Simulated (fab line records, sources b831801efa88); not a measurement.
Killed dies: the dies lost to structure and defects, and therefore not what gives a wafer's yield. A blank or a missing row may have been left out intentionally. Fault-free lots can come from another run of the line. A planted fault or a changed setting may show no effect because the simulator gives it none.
A lot that was struck, set against a sound lot | flow sky130 | 39 out of 708 route steps
Sound: the wafers L730.1, L730.5, L730.6. Wafers L739.1, L739.2, L739.3 were the ones struck. At the end, the cause is stated.
Each step with rows lists, per side, the tool, then ch with its chambers, then its first start. Under that, the readings that differ: sound wafers | struck wafers | difference of the means | sigmas: that difference in standard deviations of wafers without a fault.
alike: a reading whose means differ by less than 2 such deviations, as well as words and numbers matching on both sides. not compared: withheld readings; readings where some wafer has no value; bounds like >300 that might hide an equal value; numbers whose values overlap and for which the record gives no deviation.
A row with sigmas, a row that says differs or no value, or rows on one side alone: a step with any of these is where the two part. Non-overlapping numbers with no deviation appear without sigmas and do not part them. Lack of a reading on every wafer of one side parts them only where that side has two or more wafers.

first, 10 steps without rows for these wafers: SKY_VT_ADJUST_LVTN_HMDS_12 (prime time 60 s); SKY_VT_ADJUST_LVTN_COAT_13 (resist thk 1140 nm); SKY_VT_ADJUST_LVTN_SOFTBAKE_14 (time 60 s); SKY_VT_ADJUST_LVTN_EXPOSE_15 (exposes mask HVN STD DERIVED, target cd 600 nm); SKY_VT_ADJUST_LVTN_PEB_16; SKY_VT_ADJUST_LVTN_DEVELOP_17 (develop time 60 s); SKY_VT_ADJUST_LVTN_IMPLANT_19; SKY_VT_ADJUST_LVTN_STRIP_20 (strips in O2/N2); SKY_VT_ADJUST_NCORE_DEHYDRATE_00 (time 60 s); SKY_VT_ADJUST_NCORE_HMDS_01 (prime time 60 s).
SKY_VT_ADJUST_NCORE_COAT_02: resist thk 1140 nm.
  sound on litho track-01 ch 0, day 10 12:44; struck on litho track-01, day 13 02:29
  no value came back on the struck wafers for chill plate temp C (C), dispense pressure kPa (kPa); on the sound wafers chill plate temp C (C) reads 23.07 23.09 22.97
then, 4 steps without rows for these wafers: SKY_VT_ADJUST_NCORE_SOFTBAKE_03 (time 60 s); SKY_VT_ADJUST_NCORE_EXPOSE_04 (exposes mask LVTN COMPLEMENT THIN, target cd 380 nm); SKY_VT_ADJUST_NCORE_PEB_05; SKY_VT_ADJUST_NCORE_DEVELOP_06 (develop time 60 s).
SKY_VT_ADJUST_NCORE_CD_MEAS_07: target cd 380 nm.
  sound on cd sem-01, day 11 07:23; struck on cd sem-01, day 13 14:43
  reading    | sound       | struck | difference                    | sigmas
  cd nm (nm) | 377 378 380 | - - -  | no value on the struck wafers |
SKY_VT_ADJUST_NCORE_OVL_MEAS_08:
  sound on overlay-01, day 11 07:31; struck on overlay-02, day 13 14:50
  reading                  | sound         | struck | difference                    | sigmas
  VT_ADJUST_NCORE_OVL (nm) | 0.0 -1.3 -1.6 | - - -  | no value on the struck wafers |
then, 11 steps without rows for these wafers: SKY_VT_ADJUST_NCORE_IMPLANT_09; SKY_VT_ADJUST_NCORE_STRIP_10 (strips in O2/N2); SKY_VT_ADJUST_HVTR_DEHYDRATE_00 (time 60 s); SKY_VT_ADJUST_HVTR_HMDS_01 (prime time 60 s); SKY_VT_ADJUST_HVTR_COAT_02 (resist thk 1140 nm); SKY_VT_ADJUST_HVTR_SOFTBAKE_03 (time 60 s); SKY_VT_ADJUST_HVTR_EXPOSE_04 (exposes mask HVTRM, target cd 380 nm); SKY_VT_ADJUST_HVTR_PEB_05; SKY_VT_ADJUST_HVTR_DEVELOP_06 (develop time 60 s); SKY_VT_ADJUST_HVTR_IMPLANT_09; SKY_VT_ADJUST_HVTR_STRIP_10 (strips in O2/N2).
SKY_VT_ADJUST_HVTR_TW_MEAS_11:
  sound on film metro-04, day 12 07:23; struck on film metro-01, day 14 17:44
  reading           | sound             | struck            | difference | sigmas
  VT_ADJUST_HVTR_TW | 212.5 211.5 212.9 | 264.1 265.2 263.0 | +51.8      | +23
then, 7 steps without rows for these wafers: SKY_VT_ADJUST_PCH_DEHYDRATE_00 (time 60 s); SKY_VT_ADJUST_PCH_HMDS_01 (prime time 60 s); SKY_VT_ADJUST_PCH_COAT_02 (resist thk 3000 nm); SKY_VT_ADJUST_PCH_SOFTBAKE_03; SKY_VT_ADJUST_PCH_EXPOSE_04 (exposes mask NWM, target cd 840 nm); SKY_VT_ADJUST_PCH_PEB_05; SKY_VT_ADJUST_PCH_DEVELOP_06 (develop time 60 s).
SKY_VT_ADJUST_PCH_TW_MEAS_10:
  sound on film metro-02, day 13 08:43; struck on film metro-02, day 15 21:04
  reading          | sound             | struck            | difference | sigmas
  VT_ADJUST_PCH_TW | 142.4 142.8 142.4 | 232.4 232.2 231.6 | +89.5      | +64
SKY_SONOS_TUNNEL_TW_MEAS_12:
  sound on film metro-03, day 14 10:24; struck on film metro-03, day 17 01:30
  reading         | sound             | struck            | difference | sigmas
  SONOS_TUNNEL_TW | 194.1 194.6 193.9 | 250.6 250.5 250.4 | +56.3      | +26
-- the record jumps here: 35 days lie between the struck wafers' starts before and after (it left off in module SONOS_TUNNEL and takes up again in module PAD_OPEN, whose first step shown is number 708 of the route) --
SKY_PAD_OPEN_PROBE_99:
  sound on prober-01, day 47 21:02; struck on prober-01, day 51 13:52
  reading             | sound    | struck      | difference | sigmas
  killed at front end | 18 20 12 | 424 426 413 | +404       | +90
  killed dies         | 85 91 80 | 492 492 492 | +407       | +41
  killed on rim       | 19 18 21 | 96 96 96    | +77        | +20
  alike: killed_at_M0_to_M3, killed_at_M4_up, killed at contacts, killed open, killed short

## WHERE THEY PART
At SKY_VT_ADJUST_NCORE_COAT_02 first; at SKY_PAD_OPEN_PROBE_99 last (within this record only).

WHY: what the simulator had put in
Skipped step whole: litho track-01, from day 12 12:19 on, at SKY_VT_ADJUST_NCORE_COAT_02. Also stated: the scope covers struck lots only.
